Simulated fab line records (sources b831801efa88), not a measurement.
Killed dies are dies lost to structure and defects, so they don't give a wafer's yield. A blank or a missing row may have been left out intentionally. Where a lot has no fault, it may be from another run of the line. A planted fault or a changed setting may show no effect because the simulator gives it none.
The tool behind it: which one? :: flow gf180mcu :: 12 lots, 35 wafers sampled, at 3 steps of a route of 602

## WHAT THE GAUGES READ, wafer by wafer
GF_CONTACT_CD_MEAS_14: the cd target is 220 nm.
lot: L950
measured: day 15 19:06
on: cdSem-01
cdNm (nm): 220.4 220.4 220.7

lot: L951
measured: day 16 09:17
on: cdSem-02
cdNm (nm): 220.9 221.5 221.5

lot: L953
measured: day 16 19:23
on: cdSem-01
cdNm (nm): 221.8 221.6 222.0

lot: L952
measured: day 17 02:27
on: cdSem-02
cdNm (nm): 223.8 223.3 222.6

lot: L954
measured: day 17 05:35
on: cdSem-02
cdNm (nm): 221.4 220.7 221.2

lot: L959
measured: day 19 07:56
on: cdSem-01
cdNm (nm): 219.1 216.0

lot: L962
measured: day 20 11:12
on: cdSem-02
cdNm (nm): 222.2 216.6 221.7

lot: L969
measured: day 22 18:50
on: cdSem-01
cdNm (nm): 219.7 218.4 220.7

lot: L970
measured: day 23 10:53
on: cdSem-01
cdNm (nm): 218.8 220.6 220.3

lot: L971
measured: day 23 18:12
on: cdSem-02
cdNm (nm): 221.1 220.9 221.3

lot: L972
measured: day 24 02:25
on: cdSem-01
cdNm (nm): 220.8 219.9 219.8

lot: L973
measured: day 24 05:41
on: cdSem-01
cdNm (nm): 220.5 220.1 221.1

## WHICH TOOL RAN EACH LOT (tool, then ch and the chambers of the sampled wafers, then the start)
lot: L950
GF_SALICIDE_RTA_06: rtpAnneal-02 ch 0, day 14 21:16
GF_CONTACT_COAT_09: lithoTrack-01 ch 0, day 15 08:00

lot: L951
GF_SALICIDE_RTA_06: rtpAnneal-01 ch 0, day 15 11:08
GF_CONTACT_COAT_09: lithoTrack-04 ch 0, day 15 22:00

lot: L953
GF_SALICIDE_RTA_06: rtpAnneal-01 ch 0, day 15 20:08
GF_CONTACT_COAT_09: lithoTrack-01 ch 0, day 16 07:00

lot: L952
GF_SALICIDE_RTA_06: rtpAnneal-02 ch 0, day 16 02:56
GF_CONTACT_COAT_09: lithoTrack-02 ch 0, day 16 14:00

lot: L954
GF_SALICIDE_RTA_06: rtpAnneal-02 ch 0, day 16 05:29
GF_CONTACT_COAT_09: lithoTrack-02 ch 0, day 16 17:00

lot: L959
GF_SALICIDE_RTA_06: rtpAnneal-02 ch 0, day 18 06:59
GF_CONTACT_COAT_09: lithoTrack-01 ch 0, day 18 19:00

lot: L962
GF_SALICIDE_RTA_06: rtpAnneal-02 ch 0, day 19 10:02
GF_CONTACT_COAT_09: lithoTrack-01 ch 0, day 19 22:00

lot: L969
GF_SALICIDE_RTA_06: rtpAnneal-01 ch 0, day 21 18:46
GF_CONTACT_COAT_09: lithoTrack-04 ch 0, day 22 07:00

lot: L970
GF_SALICIDE_RTA_06: rtpAnneal-02 ch 0, day 22 11:07
GF_CONTACT_COAT_09: lithoTrack-04 ch 0, day 22 23:00

lot: L971
GF_SALICIDE_RTA_06: rtpAnneal-01 ch 0, day 22 18:00
GF_CONTACT_COAT_09: lithoTrack-02 ch 0, day 23 06:00

lot: L972
GF_SALICIDE_RTA_06: rtpAnneal-01 ch 0, day 23 02:53
GF_CONTACT_COAT_09: lithoTrack-02 ch 0, day 23 14:00

lot: L973
GF_SALICIDE_RTA_06: rtpAnneal-01 ch 0, day 23 06:49
GF_CONTACT_COAT_09: lithoTrack-04 ch 0, day 23 18:00
- GF_SALICIDE_RTA_06: time 30 s.
- GF_CONTACT_COAT_09: resist thk 1000 nm.

## AS READ BY THE TOOLS THEMSELVES (means over the sampled wafers that have a number; for cases with no such wafer, the mark the record gives instead)
GF_SALICIDE_RTA_06.
lot: L950
tool: rtpAnneal-02
lampPowerPct (%): 7.8
wafer_temp_C_max: 533.1

lot: L951
tool: rtpAnneal-01
lampPowerPct (%): 5.9
wafer_temp_C_max: 532.0

lot: L953
tool: rtpAnneal-01
lampPowerPct (%): 5.9
wafer_temp_C_max: 532.4

lot: L952
tool: rtpAnneal-02
lampPowerPct (%): 7.8
wafer_temp_C_max: 533.1

lot: L954
tool: rtpAnneal-02
lampPowerPct (%): 7.8
wafer_temp_C_max: 532.7

lot: L959
tool: rtpAnneal-02
lampPowerPct (%): 7.8
wafer_temp_C_max: 532.0

lot: L962
tool: rtpAnneal-02
lampPowerPct (%): 7.8
wafer_temp_C_max: 532.5

lot: L969
tool: rtpAnneal-01
lampPowerPct (%): 5.9
wafer_temp_C_max: 532.4

lot: L970
tool: rtpAnneal-02
lampPowerPct (%): 7.8
wafer_temp_C_max: 532.9

lot: L971
tool: rtpAnneal-01
lampPowerPct (%): 5.9
wafer_temp_C_max: 531.9

lot: L972
tool: rtpAnneal-01
lampPowerPct (%): 5.9
wafer_temp_C_max: 531.8

lot: L973
tool: rtpAnneal-01
lampPowerPct (%): 5.9
wafer_temp_C_max: 531.6

GF_CONTACT_COAT_09.
lot: L950
tool: lithoTrack-01
resistLineTempC (C): 23.07

lot: L951
tool: lithoTrack-04
resistLineTempC (C): 22.92

lot: L953
tool: lithoTrack-01
resistLineTempC (C): 23.14

lot: L952
tool: lithoTrack-02
resistLineTempC (C): 22.80

lot: L954
tool: lithoTrack-02
resistLineTempC (C): 22.91

lot: L959
tool: lithoTrack-01
resistLineTempC (C): 22.95

lot: L962
tool: lithoTrack-01
resistLineTempC (C): 22.88

lot: L969
tool: lithoTrack-04
resistLineTempC (C): 23.12

lot: L970
tool: lithoTrack-04
resistLineTempC (C): 23.06

lot: L971
tool: lithoTrack-02
resistLineTempC (C): 23.23

lot: L972
tool: lithoTrack-02
resistLineTempC (C): 22.99

lot: L973
tool: lithoTrack-04
resistLineTempC (C): 23.09

## THE ANSWER, worked out from the rows above alone
Rule: what is usual is taken from the lots themselves. The widest of any qualifying gaps counts: lots, ordered by their means at a reading, are off when they make up no more than a third of the lots, leave a main group of 4 or more, and stand apart from it by 3 or more times the standard deviation of that group's means. Not used: any main group whose means are identical at the precision the tables above print for the reading. A lot without any number at a reading at which 4 lots or more have one is off too. The other lots that the step has rows for count as sound. After the gauges, taken in route order, come the tools' own readings; for these a lot's mean is taken, as printed above. At the first step where some lot is off, the reading lying furthest off is the one used; lots without a number count as furthest.
None of the lots is off at any reading shown; this tells nothing.

## WHAT WAS PUT IN BY THE SIMULATOR
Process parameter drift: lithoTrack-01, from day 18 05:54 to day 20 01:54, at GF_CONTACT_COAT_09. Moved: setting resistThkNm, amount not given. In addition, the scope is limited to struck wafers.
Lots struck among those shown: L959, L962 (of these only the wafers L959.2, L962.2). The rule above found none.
